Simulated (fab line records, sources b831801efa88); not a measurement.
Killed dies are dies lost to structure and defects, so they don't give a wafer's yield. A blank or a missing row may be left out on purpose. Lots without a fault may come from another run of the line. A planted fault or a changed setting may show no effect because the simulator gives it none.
Chamber matching | flow gf180mcu | GF_SAB_ETCH_11 on rie_diel-04: 4 sister chambers
The step etches SiO2 in C4F8/O2/Ar, target depth 55 nm, time 8.5 s. 14 wafers are shown with their chamber, then 7 later ones without.

WAFERS WITH THEIR CHAMBER
wafer  | chamber | oes_product_au (a.u.)
L189.2 | 2       | 0.975
L189.3 | 1       | 0.985
L189.6 | 3       | 1.013
L191.3 | 2       | 0.988
L191.5 | 2       | 0.980
L191.6 | 1       | 1.000
L193.2 | 0       | 0.979
L193.4 | 3       | 1.011
L193.5 | 1       | 0.991
L207.2 | 0       | 0.993
L207.3 | 3       | 1.018
L207.4 | 2       | 0.989
L208.2 | 1       | 0.988
L208.4 | 3       | 1.026

SIGNATURES (means of the wafers above)
reading        | chamber 0 | chamber 1 | chamber 2 | chamber 3 | scatter within a chamber
oes_product_au | 0.98600   | 0.99100   | 0.98300   | 1.01700   | 0.00701
Rule: a wafer's distance from a chamber is the root of the sum, over the readings, of the square of ((its reading less the chamber's mean) divided by the reading's scatter). The wafer belongs to the nearest chamber; if the next one is less than 2 further off, it can't be placed. The scatter: the root of (the sum of the squares of (reading less its chamber's mean) over the shown wafers, divided by (wafers less chambers)).

WAFERS WITHOUT THEIR CHAMBER
wafer  | oes_product_au (a.u.)
L208.6 | 0.997
L209.2 | 1.005
L209.3 | 0.988
L209.5 | 1.013
L210.1 | 0.984
L210.3 | 0.979
L210.6 | 0.984

WHICH CHAMBER EACH WENT THROUGH
wafer  | from the rows above               | in truth
L208.6 | can't be placed: 1 or 0 or 2 or 3 | 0
L209.2 | can't be placed: 3 or 1 or 0 or 2 | 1
L209.3 | can't be placed: 0 or 1 or 2      | 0
L209.5 | 3                                 | 3
L210.1 | can't be placed: 2 or 0 or 1      | 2
L210.3 | can't be placed: 2 or 0 or 1      | 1
L210.6 | can't be placed: 2 or 0 or 1      | 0
Placed correctly: 1 of 7. Can't be placed from these rows: 6 (the true chamber is among the candidates in 6). Placed wrongly: 0.
